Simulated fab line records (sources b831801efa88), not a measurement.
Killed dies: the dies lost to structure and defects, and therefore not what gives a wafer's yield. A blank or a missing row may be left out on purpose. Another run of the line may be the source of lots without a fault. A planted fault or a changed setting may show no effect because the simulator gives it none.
Comparing a struck lot with a sound one + flow sfq-line + 42 steps out of a route of 325
Sound: these wafers, L523.2, L523.3, L523.4. Struck: wafer L516.1 (left out: L516.2, L516.3 of the same lot, which were not struck); the cause appears at the end.
At each step with rows: each side's tool, then ch and its chambers, then its first start. Under that, the readings that differ: sound wafers + struck wafers + difference of the means + sigmas: that difference in standard deviations of wafers without a fault.
alike: a reading whose means differ by less than 2 such deviations, as well as words and numbers matching on both sides. not compared: withheld readings; readings where some wafer has no value; bounds like >300 that might hide an equal value; numbers whose values overlap and for which the record gives no deviation.
The two part at a step that has a row with sigmas, a row that says differs or no value, or rows on one side only. Numbers that don't overlap but have no deviation are shown without sigmas and don't part them. A reading missing from all wafers of one side parts the sides only when that side holds two or more wafers.

first, 6 steps without rows for these wafers: SFQ_TRILAYER_M2_LITHO_COAT_062 (resist thk 62 nm); SFQ_TRILAYER_M2_LITHO_COAT_057 (resist thk 600 nm); SFQ_TRILAYER_M2_LITHO_SOFTBAKE_061; SFQ_TRILAYER_M2_LITHO_EXPOSE_058 (exposes mask M2, target cd 500 nm); SFQ_TRILAYER_M2_LITHO_PEB_060 (peb time 60 s); SFQ_TRILAYER_M2_LITHO_DEVELOP_059 (time 60 s).
SFQ_M2_OVL_MEAS_916:
  sound on overlay-02, day 38 13:10; struck on overlay-02, day 35 22:39
  alike: M2_OVL
then, 2 steps without rows for these wafers: SFQ_TRILAYER_M2_BARC_OPEN_METAL_ETCH_077 (etches BARC in O2, target depth 125 nm, time 41.7 s); SFQ_TRILAYER_M2_ETCH_METAL_ETCH_060 (etches Nb in Cl2/Ar, stops on SiO2, target depth 240 nm, time 120 s).
SFQ_TRILAYER_M2_STRIP_STRIP_061: strips in O2.
  sound on rie-metal-03 ch 0,1, day 38 13:22; struck on rie-metal-03 ch 1, day 35 22:52
  alike: drypump-motor-current-A, oes-product-au
  not compared: rf-hours-counter-h
then, 1 step without rows for these wafers: SFQ_TRILAYER_M2_STRIP_SOLV_CLEAN_062 (cleans in NMP, time 600 s).
SFQ_TRILAYER_I2_DEP_PECVD_063: deposits SiO2 from SiH4/N2O, time 111.11 s, target thk 500 nm.
  sound on pecvd-04 ch 0,1,2, day 38 14:09; struck on pecvd-02 ch 2, day 35 23:39
  alike: heater-power-w, throttle-valve-pct
SFQ_TRILAYER_I2_CMP_CMP_064: polishes SiO2.
  sound on cmp-02 ch 0,1,3, day 39 10:37; struck on cmp-02 ch 0, day 36 03:38
| reading                                             | sound             | struck | difference | sigmas |
|-----------------------------------------------------|-------------------|--------|------------|--------|
| time-to-endpoint-s (s)                              | 205 194 211       | 234    | +31        | +4     |
| model.SiO2_of_TRILAYER_I2_DEP_PECVD_063.thk-nm (nm) | 198.6 197.4 198.1 | 148.2  | -49.8      |        |
  alike: motor-current-A, platen-rpm, retaining-ring-pressure-frac
SFQ_I2_BOW_MEAS_917:
  sound on film-metro-04, day 39 13:08; struck on film-metro-01, day 36 07:58
  not compared: I2_BOW
SFQ_TRILAYER_I2_METRO_MEASURE_065:
  sound on film-metro-04, day 39 13:26; struck on film-metro-01, day 36 15:37
| reading     | sound             | struck | difference | sigmas |
|-------------|-------------------|--------|------------|--------|
| thk-nm (nm) | 198.6 197.6 198.1 | 148.2  | -49.9      | -42    |
then, 6 steps without rows for these wafers: SFQ_TRILAYER_I2_VIA_LITHO_COAT_072 (resist thk 62 nm); SFQ_TRILAYER_I2_VIA_LITHO_COAT_067 (resist thk 650 nm); SFQ_TRILAYER_I2_VIA_LITHO_SOFTBAKE_071; SFQ_TRILAYER_I2_VIA_LITHO_EXPOSE_068 (exposes mask I2, target cd 500 nm); SFQ_TRILAYER_I2_VIA_LITHO_PEB_070 (peb time 60 s); SFQ_TRILAYER_I2_VIA_LITHO_DEVELOP_069 (time 60 s).
-- the record jumps here: 6 days lie between the struck wafers' starts before and after --
SFQ_I2_OVL_MEAS_918:
  sound on overlay-02, day 45 07:32; struck on overlay-02, day 42 05:00
  alike: I2_OVL
then, 1 step without rows for these wafers: SFQ_TRILAYER_I2_VIA_BARC_OPEN_VIA_ETCH_096 (etches BARC in O2, target depth 125 nm, time 41.7 s).
SFQ_TRILAYER_I2_VIA_ETCH_VIA_ETCH_070: etches SiO2 in CHF3, stops on Nb, target depth 260 nm.
  sound on rie-diel-02 ch 2,3, day 45 07:36; struck on rie-diel-03 ch 3, day 42 05:05
| reading                        | sound             | struck | difference | sigmas |
|--------------------------------|-------------------|--------|------------|--------|
| oes-product-au (a.u.)          | 0.843 0.851 0.854 | 0.727  | -0.122     | -22    |
| model.I2.feature-depth-nm (nm) | 198.6 197.4 198.1 | 148.2  | -49.8      |        |
| model.etch.depth-nm (nm)       | 198.6 197.4 198.1 | 148.2  | -49.8      |        |
  alike: drypump-motor-current-A
SFQ_TRILAYER_I2_VIA_STRIP_STRIP_071: strips in O2.
  sound on rie-metal-02 ch 0,1, day 45 07:43; struck on rie-metal-04 ch 0, day 42 05:11
  alike: drypump-motor-current-A, oes-product-au
  not compared: rf-hours-counter-h
then, 1 step without rows for these wafers: SFQ_TRILAYER_I2_VIA_STRIP_SOLV_CLEAN_072 (cleans in NMP, time 600 s).
SFQ_TRILAYER_M3_DEP_PRE_CLEAN_074: time 22.5 s.
  sound on pvd-sputter-05, day 45 08:30; struck on pvd-sputter-04, day 42 05:58
| reading                                             | sound             | struck | difference | sigmas |
|-----------------------------------------------------|-------------------|--------|------------|--------|
| model.SiO2_of_TRILAYER_I2_DEP_PECVD_063.thk-nm (nm) | 191.1 189.9 190.6 | 140.7  | -49.8      |        |
then, 1 step without rows for these wafers: SFQ_TRILAYER_M3_DEP_SPUTTER_073 (material Nb, target thk 200 nm, time 133.3 s).
SFQ_M3_RS_MEAS_919: a four-point-probe measurement.
  sound on film-metro-01, day 45 08:38; struck on film-metro-01, day 42 06:05
  alike: M3_NB_RS
then, 6 steps without rows for these wafers: SFQ_TRILAYER_M3_LITHO_COAT_080 (resist thk 62 nm); SFQ_TRILAYER_M3_LITHO_COAT_075 (resist thk 600 nm); SFQ_TRILAYER_M3_LITHO_SOFTBAKE_079; SFQ_TRILAYER_M3_LITHO_EXPOSE_076 (exposes mask M3, target cd 500 nm); SFQ_TRILAYER_M3_LITHO_PEB_078 (peb time 60 s); SFQ_TRILAYER_M3_LITHO_DEVELOP_077 (time 60 s).
-- the record jumps here: 6 days lie between the struck wafers' starts before and after --
SFQ_M3_OVL_MEAS_921:
  sound on overlay-01, day 51 03:19; struck on overlay-02, day 48 04:03
  alike: M3_OVL
SFQ_TRILAYER_M3_BARC_OPEN_METAL_ETCH_100: etches BARC in O2, target depth 125 nm, time 41.7 s.
  sound on rie-metal-04 ch 0, day 51 03:22; struck on rie-metal-04 ch 0, day 48 04:05
| reading                | sound | struck | difference                   | sigmas |
|------------------------|-------|--------|------------------------------|--------|
| rf-hours-counter-h (h) | - - - | 65     | no value on the sound wafers |        |
  alike: drypump-motor-current-A, oes-product-au
then, 3 steps without rows for these wafers: SFQ_TRILAYER_M3_ETCH_METAL_ETCH_078 (etches Nb in Cl2/Ar, stops on SiO2, target depth 240 nm, time 120 s); SFQ_TRILAYER_M3_STRIP_STRIP_079 (strips in O2); SFQ_TRILAYER_M3_STRIP_SOLV_CLEAN_080 (cleans in NMP, time 600 s).
SFQ_TRILAYER_I3_DEP_PECVD_081: deposits SiO2 from SiH4/N2O, time 111.11 s, target thk 500 nm.
  sound on pecvd-04 ch 1,2, day 51 05:05; struck on pecvd-04 ch 0, day 48 05:03
  alike: heater-power-w, throttle-valve-pct
-- the record jumps here: 41 days lie between the struck wafers' starts before and after --
SFQ_M8_BOW_MEAS_951:
  sound on film-metro-01, day 92 12:59; struck on film-metro-01, day 89 06:23
| reading                 | sound             | struck | difference | sigmas |
|-------------------------|-------------------|--------|------------|--------|
| model.etest.i2.link-ohm | 1.962 1.958 1.954 | 1.902  | -0.056     |        |
  alike: M8_BOW

== WHERE THEY PART ==
Last at SFQ_TRILAYER_M3_BARC_OPEN_METAL_ETCH_100 as far as this record goes, first at SFQ_TRILAYER_I2_CMP_CMP_064. Later steps at which nothing parts them and some readings are alike: SFQ_TRILAYER_I3_DEP_PECVD_081, SFQ_M8_BOW_MEAS_951.

WHY: whatever the simulator had introduced
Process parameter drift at SFQ_TRILAYER_I2_CMP_CMP_064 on cmp-02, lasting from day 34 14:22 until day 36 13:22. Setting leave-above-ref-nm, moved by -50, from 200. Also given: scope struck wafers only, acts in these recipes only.
